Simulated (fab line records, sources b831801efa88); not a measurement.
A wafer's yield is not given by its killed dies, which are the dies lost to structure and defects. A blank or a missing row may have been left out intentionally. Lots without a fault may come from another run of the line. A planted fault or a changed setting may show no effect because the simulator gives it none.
Tool commonality check || flow gf180mcu || 12 lots, 36 wafers sampled

## THE REASON FOR OPENING IT
Of 12 lots, 2 have the reading V4_OVL flagged at GF_V4_OVL_MEAS_15. Wafers without a fault read 0 nm, standard deviation 5.7.
Rule: a lot is flagged in two cases, either no wafer of it has a number, or all its wafers with numbers fall more than 4 standard deviations from that mean. All remaining lots are regarded as sound.

{"lot": "L834", "measured": "day 24 05:28", "on": "overlay-01", "V4_OVL (nm), wafer by wafer": "1 0 -4", "flag": ""}
{"lot": "L835", "measured": "day 24 15:02", "on": "overlay-02", "V4_OVL (nm), wafer by wafer": "5 -4 0", "flag": ""}
{"lot": "L836", "measured": "day 25 00:38", "on": "overlay-01", "V4_OVL (nm), wafer by wafer": "-1 -8 -9", "flag": ""}
{"lot": "L844", "measured": "day 27 17:43", "on": "overlay-02", "V4_OVL (nm), wafer by wafer": "56 53 47", "flag": "FLAGGED"}
{"lot": "L845", "measured": "day 27 22:47", "on": "overlay-02", "V4_OVL (nm), wafer by wafer": "54 45 45", "flag": "FLAGGED"}
{"lot": "L847", "measured": "day 28 16:29", "on": "overlay-01", "V4_OVL (nm), wafer by wafer": "8 9 8", "flag": ""}
{"lot": "L848", "measured": "day 28 23:22", "on": "overlay-02", "V4_OVL (nm), wafer by wafer": "-2 -3 -4", "flag": ""}
{"lot": "L849", "measured": "day 29 07:16", "on": "overlay-02", "V4_OVL (nm), wafer by wafer": "-5 -6 -6", "flag": ""}
{"lot": "L850", "measured": "day 29 10:58", "on": "overlay-02", "V4_OVL (nm), wafer by wafer": "2 8 7", "flag": ""}
{"lot": "L852", "measured": "day 30 01:13", "on": "overlay-01", "V4_OVL (nm), wafer by wafer": "-7 -11 -7", "flag": ""}
{"lot": "L854", "measured": "day 30 12:16", "on": "overlay-01", "V4_OVL (nm), wafer by wafer": "4 0 -3", "flag": ""}
{"lot": "L855", "measured": "day 30 19:17", "on": "overlay-01", "V4_OVL (nm), wafer by wafer": "2 -2 0", "flag": ""}
The mean of the flagged lots' numbers is 50 nm, +50 nm from the usual (+9 standard deviations).

## EACH LOT AND THE TOOL IT RAN ON
The record holds 2 process steps before the reading, out of a route of 602 steps. Read each cell as the tool, then ch plus the chambers that the sampled wafers visited, then the start.
{"lot": "L834", "flag": "", "GF_M4_SPUTTER_04": "pvd-sputter-01, day 22 08:20", "GF_V4_EXPOSE_11": "krf-scanner-01 ch 0, day 23 19:24"}
{"lot": "L835", "flag": "", "GF_M4_SPUTTER_04": "pvd-sputter-03, day 22 16:05", "GF_V4_EXPOSE_11": "krf-scanner-01 ch 0, day 24 03:50"}
{"lot": "L836", "flag": "", "GF_M4_SPUTTER_04": "pvd-sputter-02, day 23 03:27", "GF_V4_EXPOSE_11": "krf-scanner-01 ch 0, day 24 13:52"}
{"lot": "L844", "flag": "FLAGGED", "GF_M4_SPUTTER_04": "pvd-sputter-02, day 26 00:02", "GF_V4_EXPOSE_11": "krf-scanner-02 ch 0, day 27 08:28"}
{"lot": "L845", "flag": "FLAGGED", "GF_M4_SPUTTER_04": "pvd-sputter-01, day 26 05:07", "GF_V4_EXPOSE_11": "krf-scanner-02 ch 0, day 27 13:26"}
{"lot": "L847", "flag": "", "GF_M4_SPUTTER_04": "pvd-sputter-03, day 26 23:24", "GF_V4_EXPOSE_11": "krf-scanner-01 ch 0, day 28 06:56"}
{"lot": "L848", "flag": "", "GF_M4_SPUTTER_04": "pvd-sputter-01, day 27 06:58", "GF_V4_EXPOSE_11": "krf-scanner-01 ch 0, day 28 14:19"}
{"lot": "L849", "flag": "", "GF_M4_SPUTTER_04": "pvd-sputter-02, day 27 15:30", "GF_V4_EXPOSE_11": "krf-scanner-01 ch 0, day 28 21:45"}
{"lot": "L850", "flag": "", "GF_M4_SPUTTER_04": "pvd-sputter-01, day 27 18:37", "GF_V4_EXPOSE_11": "krf-scanner-01 ch 0, day 29 01:51"}
{"lot": "L852", "flag": "", "GF_M4_SPUTTER_04": "pvd-sputter-01, day 28 10:07", "GF_V4_EXPOSE_11": "krf-scanner-01 ch 0, day 29 15:50"}
{"lot": "L854", "flag": "", "GF_M4_SPUTTER_04": "pvd-sputter-03, day 28 22:17", "GF_V4_EXPOSE_11": "krf-scanner-01 ch 0, day 30 03:46"}
{"lot": "L855", "flag": "", "GF_M4_SPUTTER_04": "pvd-sputter-01, day 29 05:17", "GF_V4_EXPOSE_11": "krf-scanner-01 ch 0, day 30 10:33"}
What these steps do:
- GF_M4_SPUTTER_04: material TiN, target thk 50 nm, time 41.7 s.
- GF_V4_EXPOSE_11: exposes mask Via4, target cd 260 nm.
- GF_V4_OVL_MEAS_15

## FLAGGED OVER TOTAL, TOOL BY TOOL (the gauges that took the reading come last)
{"step": "GF_M4_SPUTTER_04", "tool": "pvd-sputter-01", "lots run": 6, "flagged": 1, "share of the flagged lots": "some", "sound lots run after its first flagged lot": "4 (L848,L850,L852,L855)"}
{"step": "GF_M4_SPUTTER_04", "tool": "pvd-sputter-02", "lots run": 3, "flagged": 1, "share of the flagged lots": "some", "sound lots run after its first flagged lot": "1 (L849)"}
{"step": "GF_M4_SPUTTER_04", "tool": "pvd-sputter-03", "lots run": 3, "flagged": 0, "share of the flagged lots": "none", "sound lots run after its first flagged lot": "-"}
{"step": "GF_V4_EXPOSE_11", "tool": "krf-scanner-01", "lots run": 10, "flagged": 0, "share of the flagged lots": "none", "sound lots run after its first flagged lot": "-"}
{"step": "GF_V4_EXPOSE_11", "tool": "krf-scanner-02", "lots run": 2, "flagged": 2, "share of the flagged lots": "all", "sound lots run after its first flagged lot": 0}
{"step": "GF_V4_OVL_MEAS_15", "tool": "overlay-01", "lots run": 6, "flagged": 0, "share of the flagged lots": "none", "sound lots run after its first flagged lot": "-"}
{"step": "GF_V4_OVL_MEAS_15", "tool": "overlay-02", "lots run": 6, "flagged": 2, "share of the flagged lots": "all", "sound lots run after its first flagged lot": "3 (L848,L849,L850)"}

## WHAT THE TABLE PERMITS
Table rows that saw every flagged lot: 2, namely krf-scanner-02 at GF_V4_EXPOSE_11 and overlay-02 at GF_V4_OVL_MEAS_15.
- krf-scanner-02 at GF_V4_EXPOSE_11 ran 2 lots, 2 of them flagged. In this sample it ran no sound lot ahead of its first flagged lot, so there is no way to narrow down the start.
- overlay-02 at GF_V4_OVL_MEAS_15 ran 6 lots, 2 of them flagged. Sound lots ran on it after the first flagged one (L848, L849, L850), which a lasting fault on the whole tool wouldn't allow.
One tool is left: krf-scanner-02 at GF_V4_EXPOSE_11.

## WHAT WAS PUT IN BY THE SIMULATOR
Scanner matching overlay: krf-scanner-02, from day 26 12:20 on, at GF_V4_EXPOSE_11. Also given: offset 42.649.
Shown lots that were struck: L844, L845. The rule above reached the same finding.
